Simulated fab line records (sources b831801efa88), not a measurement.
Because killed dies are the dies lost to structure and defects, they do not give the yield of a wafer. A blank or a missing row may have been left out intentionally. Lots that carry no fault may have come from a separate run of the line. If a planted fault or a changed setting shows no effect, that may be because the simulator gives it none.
8D (eight disciplines) problem report, filled in by code | flow sky130 | the parts of the form that need people (team, actions taken, sign-off) are left out

== 1. PROBLEM STATEMENT ==
Wafers without a fault read 60.00 rpm, standard deviation 0.041; platen rpm at SKY_VIA1_CMP_02 reads a mean of 66.00 rpm on 6 wafers belonging to 2 lots. That is +99 or more standard deviations from the usual mean.
The step: polishes SiO2.
First seen on wafer L476.4, day 35 02:49, on cmp-02. The record holds 39 wafers of 13 lots with a number at this step. Rule for "out", or "out of limits": more than 4 standard deviations from the usual mean. All remaining wafers that have a number are taken as sound.

== 2. WHAT IT IS, WHAT IT ISN'T ==
question                    | is                     | is not
which readings at this step | platen rpm             | retaining ring pressure frac
which lots                  | L476, L477             | L469, L472, L473, L474, L483, L484, L485, L488, L489, L491, L492
which wafers of those lots  | all that have a number | -
read on which tools         | cmp-02                 | cmp-01
when                        | from day 35 02:49      | up to then (12 sound wafers); but 21 sound wafers of L483, L484, L485, L488, L489, L491, L492 came after

== 3. WHAT RULES OUT EACH SUSPECT ==
Counting: a tool at any process step up to the reading remains a suspect when it ran all the lots that are out and ran no sound lot after the first of those.
- cmp-02 at SKY_VIA1_CMP_02 (polishes SiO2): ruled out as a lasting fault. After its first lot that is out, L476 (day 35 02:49), sound lots L488, L489, L492 ran on it.
Left after counting: nothing in the record.

== 4. THE CAUSE (what the simulator had put in) ==
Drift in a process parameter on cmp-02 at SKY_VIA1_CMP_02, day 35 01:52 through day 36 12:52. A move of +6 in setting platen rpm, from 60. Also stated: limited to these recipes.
Counting ruled it out, wrongly.

== 5. SEQUENCE OF EFFECTS, ordered by route ==
Each row: a reading whose mean over the struck wafers that have a number lies more than 3 standard deviations from the usual. Readings are gone through only where the record gives a usual standard deviation; hours: the median, over the lots, of the time from a lot's start at the first step in this table giving one to that lot's start at this step; sigmas: the change measured in usual standard deviations.
hours | step            | reading    | usual     | on struck wafers | change | sigmas
0     | SKY_VIA1_CMP_02 | platen rpm | 60.00 rpm | 66.00            | +6.00  | +99 or more
Here are the process steps it includes:
- SKY_VIA1_CMP_02: polishes SiO2.

== 6. WHAT WOULD HAVE CAUGHT IT SOONER ==
In this record the first reading out of limits was taken at day 35 02:49, 1 hour after the fault began at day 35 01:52.
